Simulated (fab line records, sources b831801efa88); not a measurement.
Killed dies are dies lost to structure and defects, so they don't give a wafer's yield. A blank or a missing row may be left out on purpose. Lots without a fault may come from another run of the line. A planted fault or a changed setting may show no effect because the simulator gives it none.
Which tool did it? | flow sky130 | 13 lots, 39 wafers sampled, at 2 steps of a route of 708

WHAT THE GAUGES READ, wafer by wafer
SKY_CAP2M_THK_MEAS_04: measures by xrf.
lot  | measured     | on            | CAP2M_TIN_THK (nm)
L199 | day 41 09:54 | film_metro-03 | 203.2 200.7 202.1
L201 | day 41 13:20 | film_metro-02 | 199.8 200.9 201.0
L200 | day 41 18:59 | film_metro-02 | 198.3 193.9 195.7
L202 | day 42 01:02 | film_metro-04 | 198.7 197.7 197.2
L203 | day 42 10:39 | film_metro-02 | 201.2 202.1 203.1
L204 | day 42 16:15 | film_metro-04 | 197.5 194.0 198.0
L206 | day 43 11:34 | film_metro-04 | 198.5 198.4 198.3
L211 | day 44 18:00 | film_metro-03 | 203.1 197.5 199.2
L212 | day 44 20:43 | film_metro-04 | 191.6 191.7 199.1
L214 | day 45 07:59 | film_metro-02 | 202.9 199.6 195.1
L216 | day 45 13:17 | film_metro-02 | 200.7 199.4 197.1
L218 | day 46 07:49 | film_metro-04 | 200.6 197.0 200.3
L219 | day 46 08:07 | film_metro-02 | 194.2 203.7 198.8

SKY_METAL4_CD_MEAS_13: target cd 300 nm.
lot  | measured     | on        | cd_nm (nm)
L199 | day 43 10:18 | cd_sem-02 | 300.3 300.4 300.9
L201 | day 43 12:51 | cd_sem-02 | 300.7 298.8 300.9
L200 | day 43 19:57 | cd_sem-01 | 300.8 299.5 300.7
L202 | day 43 23:22 | cd_sem-02 | 298.7 299.6 298.6
L203 | day 44 09:49 | cd_sem-02 | 296.2 297.9 298.0
L204 | day 44 14:43 | cd_sem-02 | 300.5 300.8 301.6
L206 | day 45 08:39 | cd_sem-01 | 300.9 301.4 300.4
L211 | day 46 13:18 | cd_sem-02 | 297.6 299.0 299.1
L212 | day 46 14:47 | cd_sem-01 | 300.6 301.7 299.3
L214 | day 47 02:00 | cd_sem-01 | 300.2 301.7 300.4
L216 | day 47 07:45 | cd_sem-01 | 302.7 302.6 302.6
L218 | day 48 00:53 | cd_sem-02 | 299.8 299.6 300.7
L219 | day 48 00:55 | cd_sem-01 | 299.7 298.1 299.1

WHICH TOOL RAN EACH LOT (tool, then ch and the chambers of the sampled wafers, then the start)
The record holds no process step before these readings.

WHAT THE TOOLS THEMSELVES READ (means of the sampled wafers that have a number; where no wafer has one, the mark that the record gives instead)
The record holds no such reading with a usual standard deviation.

THE ANSWER, worked out from the rows above alone
Rule: what is usual is taken from the lots themselves. Put in order of their means at a reading, lots are off if they are a third of the lots or fewer, leave a main group of 4 or more, and stand apart from it by a gap of 3 or more times the standard deviation of the main group's means; of several such gaps the widest counts. A main group whose means are all the same, to the digits that the tables above print for the reading, isn't used. A lot without any number at a reading at which 4 lots or more have one is off too. The other lots that the step has rows for count as sound. The gauges are gone through in route order, then the tools' own readings, and for those a lot's mean is taken as printed above. The first step at which some lot is off is used, and at that step the reading that is off furthest; a lot without a number counts as furthest.
No lot is off at any reading shown: from this, nothing can be told.

WHAT THE SIMULATOR HAD PUT IN
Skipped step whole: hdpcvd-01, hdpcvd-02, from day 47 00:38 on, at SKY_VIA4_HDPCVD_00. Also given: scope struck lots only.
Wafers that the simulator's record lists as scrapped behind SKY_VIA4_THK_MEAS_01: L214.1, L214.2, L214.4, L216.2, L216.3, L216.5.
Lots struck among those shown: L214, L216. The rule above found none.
